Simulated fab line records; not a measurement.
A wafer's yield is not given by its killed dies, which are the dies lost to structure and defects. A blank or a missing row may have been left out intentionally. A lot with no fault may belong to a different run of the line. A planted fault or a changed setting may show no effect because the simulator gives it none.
Which tool did it? -- flow gf180mcu -- 12 lots, 36 wafers sampled, at 5 steps of a route of 602

WHAT EACH GAUGE READ, for each wafer
GF_V2_BOW_MEAS_05. Usual: V2_BOW typically reads 98 um, with standard deviation 8.6.
lot,measured,on,V2_BOW (um),flag
L889,day 19 12:47,film metro-04,89 92 101,
L890,day 19 22:41,film metro-02,82 96 100,
L892,day 20 19:12,film metro-03,104 101 105,
L893,day 21 00:28,film metro-03,102 106 107,
L894,day 21 22:07,film metro-03,108 109 101,
L896,day 22 00:31,film metro-02,104 100 98,
L897,day 22 15:01,film metro-04,90 95 96,
L899,day 23 09:24,film metro-02,101 96 104,
L900,day 23 18:00,film metro-02,93 83 88,
L901,day 23 21:14,film metro-03,85 87 81,
L910,day 26 18:00,film metro-04,111 104 103,
L911,day 27 09:32,film metro-02,113 106 120,

GF_V3_THK_MEAS_03. Usual: V3_CVD_02_THK typically reads 849 nm, with standard deviation 12.
lot,measured,on,V3_CVD_02_THK (nm),flag
L889,day 21 16:12,film metro-01,850 847 836,
L890,day 22 00:55,film metro-02,855 837 849,
L892,day 22 19:38,film metro-03,861 847 883,
L893,day 23 02:42,film metro-03,828 851 854,
L894,day 23 22:05,film metro-01,855 854 846,
L896,day 24 00:36,film metro-02,840 861 844,
L897,day 24 13:53,film metro-02,863 850 870,
L899,day 25 07:49,film metro-01,843 848 865,
L900,day 25 15:04,film metro-01,331 349 322,OFF
L901,day 25 19:13,film metro-02,319 320 334,OFF
L910,day 28 13:13,film metro-03,836 854 865,
L911,day 29 03:42,film metro-01,840 838 830,

WHICH TOOL RAN EACH LOT (tool, then ch and the chambers of the sampled wafers, then the start)
lot,GF_V2_STRIP_18,GF_M3_SPUTTER_03,GF_V3_CVD_02
L889,"plasma asher-03 ch 0,1, day 20 13:42","pvd sputter-04, day 20 15:03","pecvd-02 ch 0,1,2, day 21 16:07"
L890,"plasma asher-03 ch 0,1, day 20 22:55","pvd sputter-02, day 21 00:17","pecvd-03 ch 0,1,2, day 22 00:51"
L892,"plasma asher-03 ch 0,1, day 21 18:37","pvd sputter-04, day 21 20:01","pecvd-04 ch 1,2, day 22 19:34"
L893,"plasma asher-04 ch 0,1, day 22 00:50","pvd sputter-04, day 22 02:15","pecvd-03 ch 0,1,2, day 23 02:38"
L894,"plasma asher-01 ch 0,1, day 22 21:20","pvd sputter-04, day 22 22:43","pecvd-04 ch 0,1,2, day 23 22:02"
L896,"plasma asher-04 ch 0,1, day 22 23:48","pvd sputter-02, day 23 01:11","pecvd-02 ch 0,1,2, day 24 00:32"
L897,"plasma asher-03 ch 0, day 23 13:42","pvd sputter-04, day 23 15:12","pecvd-04 ch 0,1, day 24 13:49"
L899,"plasma asher-03 ch 0,1, day 24 07:29","pvd sputter-01, day 24 08:50","pecvd-04 ch 0,2, day 25 07:44"
L900,"plasma asher-04 ch 0,1, day 24 16:05","pvd sputter-01, day 24 17:28","pecvd-04 ch 0,2, day 25 14:59"
L901,"plasma asher-01 ch 0,1, day 24 19:30","pvd sputter-02, day 24 20:53","pecvd-04 ch 0,1, day 25 19:08"
L910,"plasma asher-04 ch 0,1, day 27 14:58","pvd sputter-04, day 27 16:21","pecvd-03 ch 0,1,2, day 28 13:08"
L911,"plasma asher-04 ch 0,1, day 28 05:30","pvd sputter-04, day 28 06:53","pecvd-03 ch 0,1,2, day 29 03:38"
- GF_V2_STRIP_18: strips in O2/N2.
- GF_M3_SPUTTER_03: material Ti, target thk 10 nm, time 6.7 s.
- GF_V3_CVD_02: deposits SiO2 from TEOS, target thk 850 nm, time 94.851 s.

WHAT THE TOOLS THEMSELVES READ (means of the sampled wafers that have a number; where no wafer has one, the mark that the record gives instead)
GF_V2_STRIP_18. Usual: drypump motor current A 5.8 A, standard deviation 0.52; heater power w 310 W, standard deviation 33; oes product au 0.594 a.u., standard deviation 0.0048.
lot,tool,drypump motor current A (A),heater power w (W),oes product au (a.u.),flag
L889,plasma asher-03,6.1,321,0.595,
L890,plasma asher-03,6.2,321,0.595,
L892,plasma asher-03,6.1,293,0.592,
L893,plasma asher-04,5.7,294,0.595,
L894,plasma asher-01,5.6,345,0.596,
L896,plasma asher-04,5.6,299,0.595,
L897,plasma asher-03,6.0,263,0.595,
L899,plasma asher-03,6.1,325,0.593,
L900,plasma asher-04,5.7,303,0.590,
L901,plasma asher-01,5.6,341,0.594,
L910,plasma asher-04,5.7,300,0.593,
L911,plasma asher-04,5.2,300,0.594,

GF_M3_SPUTTER_03. Usual: throttle valve pct reads 30.1 % (standard deviation 1.2).
lot,tool,throttle valve pct (%),flag
L889,pvd sputter-04,30.6,
L890,pvd sputter-02,29.3,
L892,pvd sputter-04,30.0,
L893,pvd sputter-04,30.1,
L894,pvd sputter-04,29.9,
L896,pvd sputter-02,29.6,
L897,pvd sputter-04,30.3,
L899,pvd sputter-01,29.7,
L900,pvd sputter-01,28.0,
L901,pvd sputter-02,29.5,
L910,pvd sputter-04,31.4,
L911,pvd sputter-04,30.5,

GF_V3_CVD_02. Usual: heater power w 637 W, standard deviation 100; run length s 122.7 s, standard deviation 0.52.
lot,tool,heater power w (W),run length s (s),flag
L889,pecvd-02,682,122.7,
L890,pecvd-03,626,122.7,
L892,pecvd-04,788,122.7,
L893,pecvd-03,590,122.8,
L894,pecvd-04,686,122.6,
L896,pecvd-02,615,122.7,
L897,pecvd-04,676,122.4,
L899,pecvd-04,657,122.7,
L900,pecvd-04,629,64.3,OFF
L901,pecvd-04,616,64.0,OFF
L910,pecvd-03,624,123.1,
L911,pecvd-03,621,123.0,

THE ANSWER, worked out from the rows above alone
Rule: a lot counts as off when the mean over its wafers that have a number is more than 3 standard deviations away from the usual mean. Also off: a lot with no number at a reading for which 4 or more lots have one. Where the step has rows for the other lots, those lots are counted as sound. The gauges are gone through in route order, then the tools' own readings, and for those a lot's mean is taken as printed above. At the first step where some lot is off, the reading lying furthest off is the one used; lots without a number count as furthest.
Off: at GF_V3_THK_MEAS_03 (V3_CVD_02_THK), L900, L901.
A tool fits if, at a process step before that reading, it ran every lot that is off, and no sound lot after the first of them. The gauges at GF_V3_THK_MEAS_03 aren't tried: what is off there is off at GF_V3_CVD_02 too, on other tools, and a gauge's error can't cause that. One candidate fits, namely pecvd-04 at GF_V3_CVD_02. A fault onset in the window from L899 (day 25 07:44, its last sound lot) to L900 (day 25 14:59, its first lot off) fits.
The tool's own readings at GF_V3_CVD_02 bear it out: on the lots that are off they differ by more than 5 times the standard deviation of the sound lots' means. run length s reads 64.2 s there against 122.7 s on the sound lots.

WHAT HAD BEEN PUT IN BY THE SIMULATOR
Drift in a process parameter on pecvd-04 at GF_V3_CVD_02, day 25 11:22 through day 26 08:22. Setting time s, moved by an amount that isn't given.
Shown lots that were struck: L900, L901. Same finding as the rule above.
